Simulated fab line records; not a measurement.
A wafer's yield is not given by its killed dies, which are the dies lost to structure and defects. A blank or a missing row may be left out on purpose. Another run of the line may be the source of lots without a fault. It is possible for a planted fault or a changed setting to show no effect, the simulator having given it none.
Which tool is to blame? :: flow sky130 :: 45 wafers from 15 lots sampled at 3 of the route's 708 steps

## WHAT THE GAUGES READ, wafer by wafer
SKY_LI_CONTACT_CD_MEAS_12: target cd 170 nm. Usual: cdNm at 169.6 nm, with a standard deviation of 1.7.
lot: L139
measured: day 29 02:36
on: cdSem-02
cdNm (nm): 168.8 167.6 167.5
flag: 

lot: L141
measured: day 29 07:30
on: cdSem-02
cdNm (nm): 171.7 170.7 172.6
flag: 

lot: L144
measured: day 30 21:19
on: cdSem-02
cdNm (nm): 171.4 170.2 170.3
flag: 

lot: L145
measured: day 33 14:01
on: cdSem-01
cdNm (nm): 169.8 169.8 169.8
flag: 

lot: L146
measured: day 33 15:45
on: cdSem-02
cdNm (nm): 169.5 169.4 169.1
flag: 

lot: L147
measured: day 33 13:05
on: cdSem-01
cdNm (nm): 168.8 171.3 168.6
flag: 

lot: L149
measured: day 33 13:07
on: cdSem-02
cdNm (nm): 169.1 168.8 169.4
flag: 

lot: L148
measured: day 33 19:21
on: cdSem-02
cdNm (nm): 169.6 169.6 169.1
flag: 

lot: L150
measured: day 33 16:29
on: cdSem-02
cdNm (nm): 168.9 168.0 166.4
flag: 

lot: L151
measured: day 33 18:03
on: cdSem-01
cdNm (nm): 171.4 172.3 171.4
flag: 

lot: L152
measured: day 33 17:07
on: cdSem-02
cdNm (nm): 169.4 168.8 168.6
flag: 

lot: L159
measured: day 35 06:42
on: cdSem-02
cdNm (nm): 171.2 169.6 169.0
flag: 

lot: L160
measured: day 35 13:20
on: cdSem-02
cdNm (nm): 171.5 170.4 170.2
flag: 

lot: L161
measured: day 37 02:20
on: cdSem-02
cdNm (nm): 170.3 170.4 169.3
flag: 

lot: L162
measured: day 37 02:40
on: cdSem-02
cdNm (nm): 169.4 167.9 168.2
flag: 

## TOOL THAT RAN EACH LOT (tool first, then ch and the chambers of the sampled wafers, then the start)
lot: L139
SKY_PWDE_EXPOSE_04: ilineStepper-02 ch 0, day 3 13:01
SKY_SPACER_ETCHBACK_02: rieDiel-02 ch 0,1,3, day 22 22:02

lot: L141
SKY_PWDE_EXPOSE_04: ilineStepper-01 ch 0, day 4 00:22
SKY_SPACER_ETCHBACK_02: rieDiel-04 ch 0,1, day 23 03:24

lot: L144
SKY_PWDE_EXPOSE_04: ilineStepper-02 ch 0, day 4 21:17
SKY_SPACER_ETCHBACK_02: rieDiel-01 ch 1,2, day 24 21:21

lot: L145
SKY_PWDE_EXPOSE_04: ilineStepper-02 ch 0, day 5 02:10
SKY_SPACER_ETCHBACK_02: rieDiel-01 ch 0,1, day 27 18:56

lot: L146
SKY_PWDE_EXPOSE_04: ilineStepper-01 ch 0, day 5 03:53
SKY_SPACER_ETCHBACK_02: rieDiel-01 ch 0,1,3, day 27 21:29

lot: L147
SKY_PWDE_EXPOSE_04: ilineStepper-01 ch 0, day 5 09:19
SKY_SPACER_ETCHBACK_02: rieDiel-02 ch 1,2,3, day 27 18:56

lot: L149
SKY_PWDE_EXPOSE_04: ilineStepper-01 ch 0, day 5 20:20
SKY_SPACER_ETCHBACK_02: rieDiel-04 ch 0,1,3, day 27 18:56

lot: L148
SKY_PWDE_EXPOSE_04: ilineStepper-02, day 5 20:53
SKY_SPACER_ETCHBACK_02: rieDiel-02 ch 1,3, day 27 21:32

lot: L150
SKY_PWDE_EXPOSE_04: ilineStepper-01, day 6 01:35
SKY_SPACER_ETCHBACK_02: rieDiel-04 ch 0,2,3, day 27 21:29

lot: L151
SKY_PWDE_EXPOSE_04: ilineStepper-01, day 6 06:16
SKY_SPACER_ETCHBACK_02: rieDiel-04 ch 0,1,3, day 27 21:33

lot: L152
SKY_PWDE_EXPOSE_04: ilineStepper-01 ch 0, day 6 10:11
SKY_SPACER_ETCHBACK_02: rieDiel-01 ch 0,1, day 27 21:33

lot: L159
SKY_PWDE_EXPOSE_04: ilineStepper-01 ch 0, day 8 01:32
SKY_SPACER_ETCHBACK_02: rieDiel-02 ch 1,2,3, day 29 14:47

lot: L160
SKY_PWDE_EXPOSE_04: ilineStepper-02 ch 0, day 8 06:13
SKY_SPACER_ETCHBACK_02: rieDiel-01 ch 0,3, day 29 21:43

lot: L161
SKY_PWDE_EXPOSE_04: ilineStepper-02 ch 0, day 8 12:08
SKY_SPACER_ETCHBACK_02: rieDiel-04 ch 0,1,2, day 31 11:29

lot: L162
SKY_PWDE_EXPOSE_04: ilineStepper-01 ch 0, day 8 22:34
SKY_SPACER_ETCHBACK_02: rieDiel-02 ch 0,2,3, day 31 11:29
- SKY_PWDE_EXPOSE_04: exposes mask PWDEM, target cd 840 nm.
- SKY_SPACER_ETCHBACK_02: etches Si3N4 in CH3F/O2, stops on SiO2, time 46.7 s, target depth 45 nm.

## AS READ BY THE TOOLS THEMSELVES (means over the sampled wafers that have a number; for cases with no such wafer, the mark the record gives instead)
SKY_PWDE_EXPOSE_04. Usual: exposureDoseMJCm2 213.97, standard deviation 0.19; focusOffsetNm -0.1 nm, standard deviation 0.56.
lot: L139
tool: ilineStepper-02
exposureDoseMJCm2: 213.94
focusOffsetNm (nm): -0.4
flag: 

lot: L141
tool: ilineStepper-01
exposureDoseMJCm2: 213.81
focusOffsetNm (nm): -0.7
flag: 

lot: L144
tool: ilineStepper-02
exposureDoseMJCm2: 214.20
focusOffsetNm (nm): -0.1
flag: 

lot: L145
tool: ilineStepper-02
exposureDoseMJCm2: 213.96
focusOffsetNm (nm): -0.3
flag: 

lot: L146
tool: ilineStepper-01
exposureDoseMJCm2: 214.04
focusOffsetNm (nm): 0.6
flag: 

lot: L147
tool: ilineStepper-01
exposureDoseMJCm2: 214.04
focusOffsetNm (nm): -0.0
flag: 

lot: L149
tool: ilineStepper-01
exposureDoseMJCm2: 213.90
focusOffsetNm (nm): 0.1
flag: 

lot: L148
tool: ilineStepper-02
exposureDoseMJCm2: -
focusOffsetNm (nm): -
flag: OFF

lot: L150
tool: ilineStepper-01
exposureDoseMJCm2: -
focusOffsetNm (nm): -
flag: OFF

lot: L151
tool: ilineStepper-01
exposureDoseMJCm2: -
focusOffsetNm (nm): -
flag: OFF

lot: L152
tool: ilineStepper-01
exposureDoseMJCm2: 214.08
focusOffsetNm (nm): 0.1
flag: 

lot: L159
tool: ilineStepper-01
exposureDoseMJCm2: 214.09
focusOffsetNm (nm): -0.1
flag: 

lot: L160
tool: ilineStepper-02
exposureDoseMJCm2: 213.98
focusOffsetNm (nm): 0.4
flag: 

lot: L161
tool: ilineStepper-02
exposureDoseMJCm2: 213.91
focusOffsetNm (nm): -0.4
flag: 

lot: L162
tool: ilineStepper-01
exposureDoseMJCm2: 214.04
focusOffsetNm (nm): -0.4
flag: 

SKY_SPACER_ETCHBACK_02. Usual: drypumpMotorCurrentA 5.6 A, standard deviation 0.53; oesProductAu 0.855 a.u., standard deviation 0.0064; throttleValvePct 10.562 %, standard deviation 0.0093.
lot: L139
tool: rieDiel-02
drypumpMotorCurrentA (A): 6.0
oesProductAu (a.u.): 0.845
throttleValvePct (%): 10.561
flag: 

lot: L141
tool: rieDiel-04
drypumpMotorCurrentA (A): 5.1
oesProductAu (a.u.): 0.854
throttleValvePct (%): 10.568
flag: 

lot: L144
tool: rieDiel-01
drypumpMotorCurrentA (A): 5.8
oesProductAu (a.u.): 0.857
throttleValvePct (%): 10.557
flag: 

lot: L145
tool: rieDiel-01
drypumpMotorCurrentA (A): 5.6
oesProductAu (a.u.): 0.859
throttleValvePct (%): 10.560
flag: 

lot: L146
tool: rieDiel-01
drypumpMotorCurrentA (A): 5.5
oesProductAu (a.u.): 0.852
throttleValvePct (%): 10.561
flag: 

lot: L147
tool: rieDiel-02
drypumpMotorCurrentA (A): 5.4
oesProductAu (a.u.): 0.860
throttleValvePct (%): 10.563
flag: 

lot: L149
tool: rieDiel-04
drypumpMotorCurrentA (A): 5.2
oesProductAu (a.u.): 0.855
throttleValvePct (%): 10.562
flag: 

lot: L148
tool: rieDiel-02
drypumpMotorCurrentA (A): 5.6
oesProductAu (a.u.): 0.852
throttleValvePct (%): 10.560
flag: 

lot: L150
tool: rieDiel-04
drypumpMotorCurrentA (A): 5.5
oesProductAu (a.u.): 0.848
throttleValvePct (%): 10.563
flag: 

lot: L151
tool: rieDiel-04
drypumpMotorCurrentA (A): 5.2
oesProductAu (a.u.): 0.861
throttleValvePct (%): 10.561
flag: 

lot: L152
tool: rieDiel-01
drypumpMotorCurrentA (A): 5.6
oesProductAu (a.u.): 0.854
throttleValvePct (%): 10.571
flag: 

lot: L159
tool: rieDiel-02
drypumpMotorCurrentA (A): 5.4
oesProductAu (a.u.): 0.863
throttleValvePct (%): 10.558
flag: 

lot: L160
tool: rieDiel-01
drypumpMotorCurrentA (A): 5.4
oesProductAu (a.u.): 0.853
throttleValvePct (%): 10.562
flag: 

lot: L161
tool: rieDiel-04
drypumpMotorCurrentA (A): 5.6
oesProductAu (a.u.): 0.860
throttleValvePct (%): 10.565
flag: 

lot: L162
tool: rieDiel-02
drypumpMotorCurrentA (A): 5.7
oesProductAu (a.u.): 0.855
throttleValvePct (%): 10.562
flag: 

## THE ANSWER, worked out from the rows above alone
Rule: take the mean of a lot's wafers that have a number; if it is more than 3 standard deviations from the usual mean, the lot is off. A lot without any number at a reading at which 4 lots or more have one is off too. All remaining lots with rows at the step are treated as sound. After the gauges, taken in route order, come the tools' own readings; for these a lot's mean is taken, as printed above. The first step at which some lot is off is used, and at that step the reading that is off furthest; a lot without a number counts as furthest.
Off: L148, L150, L151 (SKY_PWDE_EXPOSE_04, exposureDoseMJCm2). Without a number there: L148, L150, L151.
A tool fits if, at that step or a process step before it, it ran every lot that is off, and no sound lot after the first of them. No candidate that was tried fits.

## WHAT THE SIMULATOR HAD INSERTED
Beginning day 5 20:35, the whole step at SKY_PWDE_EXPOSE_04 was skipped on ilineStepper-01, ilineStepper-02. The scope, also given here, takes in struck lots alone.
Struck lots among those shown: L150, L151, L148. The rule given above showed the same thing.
